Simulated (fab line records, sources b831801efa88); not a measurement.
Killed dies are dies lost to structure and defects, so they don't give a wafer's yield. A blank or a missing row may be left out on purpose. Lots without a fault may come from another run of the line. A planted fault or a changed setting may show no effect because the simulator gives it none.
A struck lot beside a sound one | flow gf180mcu | 17 steps out of a route of 602
Sound: wafers L983.4, L983.5, L983.6. Struck: wafers L978.2, L978.4, L978.5. The cause comes at the end.
At each step with rows: each side's tool, then ch and its chambers, then its first start. Under that, the readings that differ: sound wafers | struck wafers | difference of the means | sigmas: that difference in standard deviations of wafers without a fault.
alike: readings whose means differ by less than 2 such deviations, and words and numbers that are the same on both sides. not compared: withheld readings, readings that some wafer has no value for, bounds like >300 that may hide the same value, and numbers for which the record gives no deviation and whose values overlap.
The two part at a step that has a row with sigmas, a row that says differs or no value, or rows on one side only. Numbers that don't overlap but have no deviation are shown without sigmas and don't part them. A reading that every wafer of one side lacks parts them only if that side has two wafers or more.

first, 2 steps without rows for these wafers: GF_NSD_PEB_05; GF_NSD_DEVELOP_06 (develop time 60 s).
GF_NSD_CD_MEAS_07: target cd 400 nm.
  sound on cd_sem-01, day 18 07:27; struck on cd_sem-02, day 16 15:32
  alike: cd_nm
GF_NSD_OVL_MEAS_08:
  sound on overlay-01, day 18 07:32; struck on overlay-01, day 16 15:38
  alike: NSD_OVL
then, 2 steps without rows for these wafers: GF_NSD_IMPLANT_09; GF_NSD_IMPLANT_10.
GF_NSD_STRIP_11: strips in O2/N2.
  sound on plasma_asher-04 ch 0,1, day 18 07:53; struck on plasma_asher-01 ch 0,1, day 16 15:58
  alike: drypump_motor_current_A, heater_power_w, oes_product_au, strip_time_to_endpoint_s
  not compared: rf_hours_counter_h
GF_NSD_TW_MEAS_12:
  sound on film_metro-04, day 18 07:59; struck on film_metro-04, day 16 16:05
  reading | sound          | struck         | difference | sigmas
  NSD_TW  | 4269 4223 4254 | 4310 4302 4301 | +56        | +2
then, 4 steps without rows for these wafers: GF_PSD_DEHYDRATE_00 (time 60 s); GF_PSD_HMDS_01 (prime time 60 s); GF_PSD_COAT_02 (resist thk 1000 nm); GF_PSD_SOFTBAKE_03 (time 60 s).
GF_PSD_EXPOSE_04: exposes mask Pplus, target cd 400 nm.
  sound on iline_stepper-01 ch 0, day 18 20:39; struck on iline_stepper-02 ch 0, day 17 03:04
  reading              | sound                | struck               | difference | sigmas
  exposure_dose_mJ_cm2 | 140.12 140.04 140.05 | 131.89 132.06 132.06 | -8.07      | -54
  alike: mask, stage_vel_mm_s
then, 2 steps without rows for these wafers: GF_PSD_PEB_05; GF_PSD_DEVELOP_06 (develop time 60 s).
GF_PSD_CD_MEAS_07: target cd 400 nm.
  sound on cd_sem-01, day 19 08:23; struck on cd_sem-01, day 17 15:53
  reading    | sound             | struck            | difference | sigmas
  cd_nm (nm) | 398.8 399.6 398.8 | 384.3 385.8 385.7 | -13.8      | -6
  not compared: hold
GF_PSD_OVL_MEAS_08:
  sound on overlay-02, day 19 08:27; struck on overlay-02, day 17 17:16
  reading | sound | struck                                                                     | difference                   | sigmas
  hold    | - - - | await_dispo/1.3h/release await_dispo/1.3h/release await_dispo/1.3h/release | no value on the sound wafers |
  alike: PSD_OVL

WHERE THEY PART
First at GF_NSD_TW_MEAS_12; last, within this record, at GF_PSD_OVL_MEAS_08.

WHY: what the simulator had put in
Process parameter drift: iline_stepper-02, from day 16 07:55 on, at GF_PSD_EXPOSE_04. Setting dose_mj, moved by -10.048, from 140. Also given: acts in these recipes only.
